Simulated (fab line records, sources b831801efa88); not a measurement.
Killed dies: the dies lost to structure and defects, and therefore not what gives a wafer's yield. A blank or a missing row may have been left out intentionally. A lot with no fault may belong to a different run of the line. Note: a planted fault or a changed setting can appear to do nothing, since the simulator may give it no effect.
Struck lot and sound lot, side by side	flow sky130	16 steps out of a route of 708
Sound: these wafers, L765.1, L765.2, L765.5. Struck: wafer L773.4 (L773.3, L773.6, from the same lot, were not struck and are left out); the cause is given at the end.
For every step that has rows: the tool of each side, followed by ch and its chambers, followed by its first start. Under that, the readings that differ: sound wafers	struck wafers	difference of the means	sigmas: that difference in standard deviations of wafers without a fault.
alike: a reading whose means differ by less than 2 such deviations, as well as words and numbers matching on both sides. not compared: withheld readings; readings where some wafer has no value; bounds like >300 that might hide an equal value; numbers whose values overlap and for which the record gives no deviation.
A row with sigmas, a row that says differs or no value, or rows on one side alone: a step with any of these is where the two part. Numbers that don't overlap but have no deviation are shown without sigmas and don't part them. A reading missing from all wafers of one side parts the sides only when that side holds two or more wafers.

first, 2 steps without rows for these wafers: SKY_METAL4_PEB_11; SKY_METAL4_DEVELOP_12 (develop time 60 s).
SKY_METAL4_CD_MEAS_13: target cd 300 nm.
  sound on cd sem-01, day 45 14:59; struck on cd sem-01, day 47 10:04
  alike: cd nm
SKY_METAL4_OVL_MEAS_14:
  sound on overlay-01, day 45 15:06; struck on overlay-01, day 47 10:10
  alike: METAL4_OVL
then, 1 step without rows for these wafers: SKY_METAL4_DESCUM_15 (chemistry O2, time 8 s).
SKY_METAL4_ETCH_16: etches BARC in N2/H2, stops on SiO2, time 88.2 s, target depth 60 nm.
  sound on rie metal-04 ch 0,1, day 45 15:10; struck on rie metal-02 ch 1, day 47 10:15
  alike: drypump motor current A, he backside leak sccm, oes product au, throttle valve pct
  not compared: rf hours counter h
SKY_METAL4_ETCH_17: etches SiO2 in C4F8/O2/Ar, stops on TiN, time 3.9 s, target depth 15 nm.
  sound on rie diel-04 ch 1,3, day 45 15:16; struck on rie diel-03 ch 2, day 47 10:19
  alike: oes product au
  not compared: rf hours counter h
SKY_METAL4_METAL_ETCH_18: etches the open film in Cl2/BCl3, stops on SiO2, target depth 845 nm, time 183.1 s.
  sound on rie metal-02 ch 0,1, day 45 15:17; struck on rie metal-03 ch 1, day 47 10:24
  alike: drypump motor current A, he backside leak sccm, oes product au, throttle valve pct
  not compared: rf hours counter h
SKY_METAL4_STRIP_19: strips in O2/N2.
  sound on plasma asher-02 ch 0,1, day 45 15:28; struck on plasma asher-04 ch 0, day 47 10:33
  alike: drypump motor current A, o2 flow sccm, oes product au, strip time to endpoint s
  not compared: rf hours counter h
then, 3 steps without rows for these wafers: SKY_METAL4_STRIP_20 (strips in post etch residue remover, time 1200 s); SKY_METAL4_CLEAN_21 (cleans in IPA, time 180 s); SKY_METAL4_CLEAN_22 (cleans in O3/DIW).
SKY_VIA4_HDPCVD_00: deposits SiO2, target thk 1750 nm, time 291.7 s.
  sound on hdpcvd-02 ch 0,1,2, day 45 16:08; struck on hdpcvd-02 ch 0, day 47 11:09
reading	sound	struck	difference	sigmas
run length s (s)	320.1 319.9 320.1	386.5	+66.5	+99 or more
model.SiO2_of_VIA4_HDPCVD_00.thk nm (nm)	1786 1782 1807	2142	+350	
SKY_VIA4_THK_MEAS_01:
  sound on film metro-04, day 45 16:19; struck on film metro-01, day 47 11:35
reading	sound	struck	difference	sigmas
VIA4_HDPCVD_THK (nm)	1786 1784 1807	2141	+349	+16
  not compared: hold
SKY_VIA4_CMP_02: polishes SiO2.
  sound on cmp-02 ch 0,1, day 45 16:25; struck on cmp-01 ch 3, day 47 12:20
reading	sound	struck	difference	sigmas
hold	- - -	await dispo/0.5h/release	no value on the sound wafers	
  alike: motor current A
then, 1 step without rows for these wafers: SKY_PAD_OPEN_PROBE_99.

## WHERE THEY PART
Last at SKY_VIA4_CMP_02 as far as this record goes, first at SKY_VIA4_HDPCVD_00.

WHY: what had been put in by the simulator
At SKY_VIA4_HDPCVD_00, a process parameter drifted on hdpcvd-02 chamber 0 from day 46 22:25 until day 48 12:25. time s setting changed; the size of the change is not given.
